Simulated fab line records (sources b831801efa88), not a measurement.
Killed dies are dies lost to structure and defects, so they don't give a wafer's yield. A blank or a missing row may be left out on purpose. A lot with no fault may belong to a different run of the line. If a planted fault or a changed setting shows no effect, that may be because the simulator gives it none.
Chamber matching || flow gf180mcu || GF_STI_CMP_25 on cmp-01: 4 sister chambers
The step polishes, stops on Si3N4, t overpolish 33 s, target thk 524.6 nm. 8 wafers are shown with their chamber, then 7 later ones without.

## EACH WAFER AND ITS CHAMBER
{"wafer": "L266.6", "chamber": 1, "motor current A (A)": 11.7, "time to endpoint s (s)": 120}
{"wafer": "L269.1", "chamber": 0, "motor current A (A)": 13.4, "time to endpoint s (s)": 130}
{"wafer": "L269.4", "chamber": 2, "motor current A (A)": 10.8, "time to endpoint s (s)": 123}
{"wafer": "L271.1", "chamber": 1, "motor current A (A)": 11.5, "time to endpoint s (s)": 116}
{"wafer": "L271.5", "chamber": 2, "motor current A (A)": 12.0, "time to endpoint s (s)": 122}
{"wafer": "L271.6", "chamber": 3, "motor current A (A)": 11.6, "time to endpoint s (s)": 120}
{"wafer": "L274.3", "chamber": 3, "motor current A (A)": 11.6, "time to endpoint s (s)": 115}
{"wafer": "L274.4", "chamber": 0, "motor current A (A)": 12.7, "time to endpoint s (s)": 122}

## WAFERS MISSING THEIR CHAMBER
{"wafer": "L274.5", "motor current A (A)": 12.7, "time to endpoint s (s)": 119}
{"wafer": "L276.2", "motor current A (A)": 12.2, "time to endpoint s (s)": 117}
{"wafer": "L276.4", "motor current A (A)": 11.6, "time to endpoint s (s)": 118}
{"wafer": "L276.6", "motor current A (A)": 12.7, "time to endpoint s (s)": 124}
{"wafer": "L277.1", "motor current A (A)": 11.4, "time to endpoint s (s)": 116}
{"wafer": "L277.2", "motor current A (A)": 13.3, "time to endpoint s (s)": 124}
{"wafer": "L277.6", "motor current A (A)": 11.6, "time to endpoint s (s)": 111}

## THE CHAMBER EACH PASSED THROUGH
{"wafer": "L274.5", "from the rows above": "can't be placed: 0 or 1 or 3 or 2", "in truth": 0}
{"wafer": "L276.2", "from the rows above": "can't be placed: 3 or 1 or 2 or 0", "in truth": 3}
{"wafer": "L276.4", "from the rows above": "can't be placed: 1 or 3 or 2", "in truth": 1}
{"wafer": "L276.6", "from the rows above": "can't be placed: 0 or 2 or 1 or 3", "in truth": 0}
{"wafer": "L277.1", "from the rows above": "can't be placed: 3 or 1 or 2", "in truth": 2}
{"wafer": "L277.2", "from the rows above": 0, "in truth": 0}
{"wafer": "L277.6", "from the rows above": "can't be placed: 3 or 1 or 2", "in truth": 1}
Placed correctly: 1 of 7. Not placeable from these rows: 6 (in 6, the candidates include the true chamber). Placed wrongly: 0.
How it was worked out, from the rows above alone: a wafer's distance from a chamber is the root of the sum, over the readings, of the square of ((its reading less the chamber's mean) divided by the reading's scatter). If the next closest chamber is less than 2 further off than the closest, the wafer can't be placed; otherwise it belongs to the closest. A chamber's mean is the mean of its shown wafers. How the scatter is found: for the shown wafers, subtract from each reading the mean of its chamber, square and add these, divide the total by (wafers less chambers), then take the root.
